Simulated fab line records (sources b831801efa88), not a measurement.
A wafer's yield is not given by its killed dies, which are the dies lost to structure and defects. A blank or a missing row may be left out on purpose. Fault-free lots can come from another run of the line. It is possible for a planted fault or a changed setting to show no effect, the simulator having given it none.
Which tool was responsible? + flow gf180mcu + 13 lots, 39 wafers sampled, at 4 steps of a route of 602

## WHAT THE GAUGES SHOWED, per wafer
GF_NSD_TW_MEAS_12. Usual: NSD_TW 4262, standard deviation 58.
| lot  | measured     | on            | NSD_TW         | flag |
|------|--------------|---------------|----------------|------|
| L404 | day 14 07:53 | film metro-01 | 4217 4221 4256 |      |
| L407 | day 15 03:44 | film metro-03 | 4325 4324 4315 |      |
| L408 | day 15 18:47 | film metro-01 | 4222 4211 4189 |      |
| L409 | day 16 05:05 | film metro-03 | 4323 4324 4333 |      |
| L410 | day 16 09:11 | film metro-03 | 4348 4335 4331 |      |
| L413 | day 17 05:49 | film metro-02 | 4251 4263 4264 |      |
| L414 | day 17 10:58 | film metro-03 | 4325 4312 4288 |      |
| L415 | day 17 19:09 | film metro-02 | 4257 4241 4263 |      |
| L416 | day 18 05:08 | film metro-02 | 4272 4264 4284 |      |
| L420 | day 19 16:02 | film metro-01 | 4207 4190 4204 |      |
| L421 | day 19 21:50 | film metro-01 | 4220 4204 4212 |      |
| L424 | day 20 19:50 | film metro-02 | 4244 4235 4247 |      |
| L425 | day 21 01:03 | film metro-02 | 4234 4247 4240 |      |

## EACH LOT AND THE TOOL THAT RAN IT (in order: tool; ch and the chambers of the sampled wafers; start)
| lot  | GF_VT_IMPLANT_STRIP_31               | GF_HV_LDD_SOFTBAKE_03             | GF_HV_LDD_STRIP_49                   |
|------|--------------------------------------|-----------------------------------|--------------------------------------|
| L404 | plasma asher-04 ch 0,1, day 7 15:03  | litho track-02 ch 0, day 10 11:56 | plasma asher-03 ch 0,1, day 13 07:52 |
| L407 | plasma asher-04 ch 0,1, day 8 08:45  | litho track-02 ch 0, day 11 05:02 | plasma asher-04 ch 0,1, day 14 03:00 |
| L408 | plasma asher-01 ch 0,1, day 8 18:57  | litho track-02 ch 0, day 11 18:53 | plasma asher-02 ch 0,1, day 14 18:21 |
| L409 | plasma asher-03 ch 0, day 9 01:13    | litho track-03 ch 0, day 12 01:34 | plasma asher-02 ch 0,1, day 15 03:29 |
| L410 | plasma asher-01 ch 0,1, day 9 03:34  | litho track-03 ch 0, day 12 06:16 | plasma asher-03 ch 0,1, day 15 06:53 |
| L413 | plasma asher-01 ch 0,1, day 9 22:50  | litho track-03 ch 0, day 12 23:14 | plasma asher-04 ch 0,1, day 16 03:45 |
| L414 | plasma asher-03 ch 1, day 10 02:39   | litho track-02 ch 0, day 13 05:41 | plasma asher-03 ch 0,1, day 16 08:33 |
| L415 | plasma asher-04 ch 0,1, day 10 09:53 | litho track-03 ch 0, day 13 13:11 | plasma asher-04 ch 0,1, day 16 17:11 |
| L416 | plasma asher-04 ch 0,1, day 10 16:13 | litho track-02 ch 0, day 13 20:14 | plasma asher-03 ch 0,1, day 17 02:36 |
| L420 | plasma asher-03 ch 0,1, day 11 19:39 | litho track-03 ch 0, day 15 03:19 | plasma asher-03 ch 0,1, day 18 12:08 |
| L421 | plasma asher-04 ch 0,1, day 12 00:18 | litho track-02 ch 0, day 15 08:35 | plasma asher-02 ch 0,1, day 18 18:10 |
| L424 | plasma asher-01 ch 0,1, day 12 20:00 | litho track-03 ch 0, day 16 05:05 | plasma asher-02 ch 0,1, day 19 16:40 |
| L425 | plasma asher-01 ch 0,1, day 13 01:21 | litho track-01 ch 0, day 16 10:05 | plasma asher-03 ch 0,1, day 19 21:56 |
- GF_VT_IMPLANT_STRIP_31: strips in O2/N2.
- GF_HV_LDD_SOFTBAKE_03: time 60 s.
- GF_HV_LDD_STRIP_49: strips in O2/N2.

## AS READ BY THE TOOLS THEMSELVES (means over the sampled wafers that have a number; for cases with no such wafer, the mark the record gives instead)
GF_VT_IMPLANT_STRIP_31. Usual: drypump motor current A 5.7 A, standard deviation 0.52; heater power w 316 W, standard deviation 39; oes product au 0.716 a.u., standard deviation 0.0044; strip time to endpoint s 12.63 s, standard deviation 0.035.
| lot  | tool            | drypump motor current A (A) | heater power w (W) | oes product au (a.u.) | strip time to endpoint s (s) | flag |
|------|-----------------|-----------------------------|--------------------|-----------------------|------------------------------|------|
| L404 | plasma asher-04 | 6.1                         | 313                | 0.719                 | 12.60                        |      |
| L407 | plasma asher-04 | 6.1                         | 312                | 0.714                 | 12.64                        |      |
| L408 | plasma asher-01 | 5.6                         | 309                | 0.719                 | 12.59                        |      |
| L409 | plasma asher-03 | 5.2                         | 401                | 0.717                 | 12.64                        |      |
| L410 | plasma asher-01 | 5.3                         | 300                | 0.715                 | 12.58                        |      |
| L413 | plasma asher-01 | 5.6                         | 306                | 0.718                 | 12.66                        |      |
| L414 | plasma asher-03 | 6.0                         | 303                | 0.721                 | 12.61                        |      |
| L415 | plasma asher-04 | 6.1                         | 317                | 0.714                 | 12.61                        |      |
| L416 | plasma asher-04 | 6.1                         | 312                | 0.717                 | 12.64                        |      |
| L420 | plasma asher-03 | 5.7                         | 337                | 0.714                 | 12.59                        |      |
| L421 | plasma asher-04 | 6.1                         | 320                | 0.718                 | 12.62                        |      |
| L424 | plasma asher-01 | 5.6                         | 304                | 0.714                 | 12.59                        |      |
| L425 | plasma asher-01 | 5.3                         | 300                | 0.709                 | 12.66                        |      |

GF_HV_LDD_SOFTBAKE_03. Usual: heater power total W 56.60 W, standard deviation 0.045; plate temp C 90.04 C, standard deviation 0.13; run length s 89.08 s, standard deviation 0.14.
| lot  | tool           | heater power total W (W) | plate temp C (C) | run length s (s) | flag |
|------|----------------|--------------------------|------------------|------------------|------|
| L404 | litho track-02 | 56.59                    | 90.04            | 88.94            |      |
| L407 | litho track-02 | 56.62                    | 90.01            | 88.89            |      |
| L408 | litho track-02 | 56.64                    | 90.24            | 89.08            |      |
| L409 | litho track-03 | 56.58                    | 90.03            | 89.14            |      |
| L410 | litho track-03 | 56.56                    | 90.02            | 89.14            |      |
| L413 | litho track-03 | 56.56                    | 90.00            | 89.22            |      |
| L414 | litho track-02 | 56.62                    | 90.23            | 89.07            |      |
| L415 | litho track-03 | 56.63                    | 90.15            | 89.30            |      |
| L416 | litho track-02 | 56.57                    | 90.13            | 89.07            |      |
| L420 | litho track-03 | 56.61                    | 90.05            | 106.14           | OFF  |
| L421 | litho track-02 | 56.62                    | 90.07            | 89.00            |      |
| L424 | litho track-03 | 56.62                    | 90.07            | 106.26           | OFF  |
| L425 | litho track-01 | 56.60                    | 90.05            | 89.06            |      |

GF_HV_LDD_STRIP_49. Usual: drypump motor current A 5.6 A, standard deviation 0.54; heater power w 328 W, standard deviation 41; oes product au 0.716 a.u., standard deviation 0.0052; strip time to endpoint s 12.62 s, standard deviation 0.047.
| lot  | tool            | drypump motor current A (A) | heater power w (W) | oes product au (a.u.) | strip time to endpoint s (s) | flag |
|------|-----------------|-----------------------------|--------------------|-----------------------|------------------------------|------|
| L404 | plasma asher-03 | 5.5                         | 362                | 0.719                 | 12.61                        |      |
| L407 | plasma asher-04 | 6.1                         | 307                | 0.706                 | 12.59                        |      |
| L408 | plasma asher-02 | 5.5                         | 313                | 0.715                 | 12.62                        |      |
| L409 | plasma asher-02 | 5.1                         | 317                | 0.714                 | 12.63                        |      |
| L410 | plasma asher-03 | 5.7                         | 341                | 0.713                 | 12.58                        |      |
| L413 | plasma asher-04 | 5.8                         | 294                | 0.714                 | 12.64                        |      |
| L414 | plasma asher-03 | 5.5                         | 368                | 0.716                 | 12.74                        |      |
| L415 | plasma asher-04 | 6.1                         | 310                | 0.716                 | 12.55                        |      |
| L416 | plasma asher-03 | 5.7                         | 337                | 0.711                 | 12.60                        |      |
| L420 | plasma asher-03 | 5.8                         | 339                | 0.719                 | 12.60                        |      |
| L421 | plasma asher-02 | 5.1                         | 314                | 0.719                 | 12.57                        |      |
| L424 | plasma asher-02 | 5.5                         | 313                | 0.716                 | 12.59                        |      |
| L425 | plasma asher-03 | 5.4                         | 370                | 0.715                 | 12.61                        |      |

## THE ANSWER, worked out from the rows above alone
Rule: a lot is off if the mean of its wafers that have a number lies more than 3 standard deviations from the usual mean. Also off: a lot with no number at a reading for which 4 or more lots have one. Any other lot the step has rows for is counted as sound. The gauges are gone through in route order, then the tools' own readings, and for those a lot's mean is taken as printed above. At the first step where some lot is off, the reading lying furthest off is the one used; lots without a number count as furthest.
Off: L420, L424, at GF_HV_LDD_SOFTBAKE_03 (run length s).
If a tool, at that step or one of the process steps before it, ran each lot that is off and ran no sound lot following the first of them, it fits. One candidate fits, namely litho track-03 at GF_HV_LDD_SOFTBAKE_03. Its last sound lot is L415 (day 13 13:11), its first lot that is off L420 (day 15 03:19): a fault that began between those two fits.
The tool's own readings at GF_HV_LDD_SOFTBAKE_03 bear it out: on the lots that are off they differ by more than 5 times the standard deviation of the sound lots' means. run length s reads 106.20 s there against 89.08 s on the sound lots.

## WHAT WAS PUT IN BY THE SIMULATOR
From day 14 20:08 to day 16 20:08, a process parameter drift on litho track-03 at GF_HV_LDD_SOFTBAKE_03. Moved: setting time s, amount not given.
Shown lots that were struck: L420, L424. The same result came from the rule above.
